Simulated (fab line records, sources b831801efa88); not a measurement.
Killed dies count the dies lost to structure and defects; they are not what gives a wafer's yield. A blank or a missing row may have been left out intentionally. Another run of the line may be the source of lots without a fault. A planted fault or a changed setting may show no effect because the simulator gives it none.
2 desks, one fault ; flow sky130 ; only its own numbers are on each desk; what lay behind them is given at the end

## DESK OF THE TOOL OWNER: litho_track-02
The tool's own readings at SKY_LI_CONTACT_SOFTBAKE_08 (time 90 s): means of the sampled wafers that have a number, for each lot that ran on this tool. The brackets show how far a lot's mean lies from the usual mean; more than 4 standard deviations puts the lot out of limits, marked OUT.
Columns: A = chill_plate_temp_C at SKY_LI_CONTACT_SOFTBAKE_08, usual 23.02 C; B = resist_line_temp_C at SKY_LI_CONTACT_SOFTBAKE_08, usual 23.01 C; C = run_length_s at SKY_LI_CONTACT_SOFTBAKE_08, usual 119.22 s
lot;first seen here;A;B;C
L312;day 29 01:00;23.02;23.06;119.21
L318;day 31 08:00;23.04;23.14;129.08 (+35) OUT
L320;day 31 20:00;22.95;22.94;126.40 (+26) OUT
L321;day 32 06:00;23.02;23.04;124.04 (+17) OUT
L331;day 35 12:00;23.02;22.96;119.00
L332;day 35 14:00;23.11;23.07;119.07
This desk's finding: out of limits on L318, L320, L321; first on L318, day 31 08:00 (run_length_s at SKY_LI_CONTACT_SOFTBAKE_08). In limits: L312, L331, L332.

## AT THE METROLOGY DESK
What the gauges read, lot by lot, whatever tool the lot ran on: means of the sampled wafers that have a number. The brackets show how far a lot's mean lies from the usual mean; more than 4 standard deviations puts the lot out of limits, marked OUT.
Columns: A = SPACER_CVD_00_THK at SKY_SPACER_THK_MEAS_01, usual 43.1 nm; B = SD_N_OVL at SKY_SD_N_OVL_MEAS_08, usual -0.5 nm
lot;first seen here;A;B
L310;day 23 00:07;43.3;-0.3
L311;day 23 04:41;44.1;0.3
L312;day 23 12:45;43.5;1.4
L318;day 25 21:46;42.9;-3.8
L320;day 26 11:32;42.8;0.8
L321;day 26 23:09;42.5;-0.6
L324;day 27 18:00;43.4;-0.6
L326;day 28 08:37;42.9;-3.9
L327;day 28 20:37;42.7;-1.1
L329;day 29 13:38;42.9;-1.8
L331;day 30 10:20;43.3;1.7
L332;day 30 13:57;43.3;0.1
L333;day 32 02:27;42.8;1.6
This desk's verdict: no lot among the 13 shows anything out of limits.

## PUT TOGETHER
At day 31 08:00, on L318, L320, L321, the tool owner's desk was in a position to raise an alarm.
Metrology desk: nothing out of limits seen.
The metrology desk has L318, L320, L321 on record, within its limits.
On litho_track-02, each named lot ran SKY_LI_CONTACT_SOFTBAKE_08.

## WHAT WAS PUT IN BY THE SIMULATOR
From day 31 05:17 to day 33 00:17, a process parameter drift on litho_track-02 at SKY_LI_CONTACT_SOFTBAKE_08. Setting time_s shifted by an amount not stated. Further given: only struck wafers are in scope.
Shown lots that were struck: L318, L320, L321.
Time in hours from fault onset to the first out-of-limits reading at each desk: the tool owner's desk, 3.
